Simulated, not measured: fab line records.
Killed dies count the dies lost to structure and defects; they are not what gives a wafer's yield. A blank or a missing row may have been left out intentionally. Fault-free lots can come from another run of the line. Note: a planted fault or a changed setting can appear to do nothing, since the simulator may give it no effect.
Chamber matching -- flow gf180mcu -- cmp-01 running GF_V1_CMP_04: 4 sister chambers
The step polishes SiO2. 18 wafers are shown with their chamber, then 9 later ones without.

## EACH WAFER AND ITS CHAMBER
wafer,chamber,motor-current-A (A),time-to-endpoint-s (s)
L877.2,1,12.1,74
L877.4,0,11.9,86
L877.6,1,11.8,84
L881.1,3,14.2,82
L881.5,1,11.3,88
L881.6,0,11.5,92
L883.2,2,12.9,76
L883.4,0,12.4,93
L883.5,2,12.5,89
L885.2,3,13.0,78
L885.3,2,12.5,81
L885.6,0,11.5,83
L893.3,0,11.7,89
L893.4,1,12.1,91
L893.6,3,13.8,78
L894.3,1,12.5,83
L894.4,2,12.7,99
L894.5,2,12.8,86

SIGNATURES (averages over the wafers above)
reading,chamber 0,chamber 1,chamber 2,chamber 3,scatter within a chamber
motor-current-A,11.800,11.960,12.680,13.667,0.399
time-to-endpoint-s,88.60,84.00,86.20,79.33,6.26
Rule: for each reading, subtract the chamber's mean from the wafer's reading, divide by that reading's scatter and square the result; add these up over the readings and take the root, which gives the wafer's distance from the chamber. If the next closest chamber is less than 2 further off than the closest, the wafer can't be placed; otherwise it belongs to the closest. How the scatter is found: for the shown wafers, subtract from each reading the mean of its chamber, square and add these, divide the total by (wafers less chambers), then take the root.

## WAFERS WITH NO CHAMBER GIVEN
wafer,motor-current-A (A),time-to-endpoint-s (s)
L895.2,12.8,87
L895.4,13.0,94
L895.5,12.5,99
L897.2,12.7,84
L897.3,13.2,79
L897.4,12.4,95
L898.1,12.2,83
L898.5,12.9,87
L898.6,11.7,93

## EACH ONE'S CHAMBER
wafer,from the rows above,in truth
L895.2,can't be placed: 2 or 1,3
L895.4,can't be placed: 2 or 3 or 1 or 0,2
L895.5,can't be placed: 2 or 0 or 1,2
L897.2,can't be placed: 2 or 1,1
L897.3,can't be placed: 3 or 2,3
L897.4,can't be placed: 2 or 0 or 1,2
L898.1,can't be placed: 1 or 2 or 0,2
L898.5,can't be placed: 2 or 3 or 1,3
L898.6,can't be placed: 0 or 1 or 2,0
0 of 9 placed correctly. Not placeable from these rows: 9 (in 8, the candidates include the true chamber). Number placed wrongly: 0.
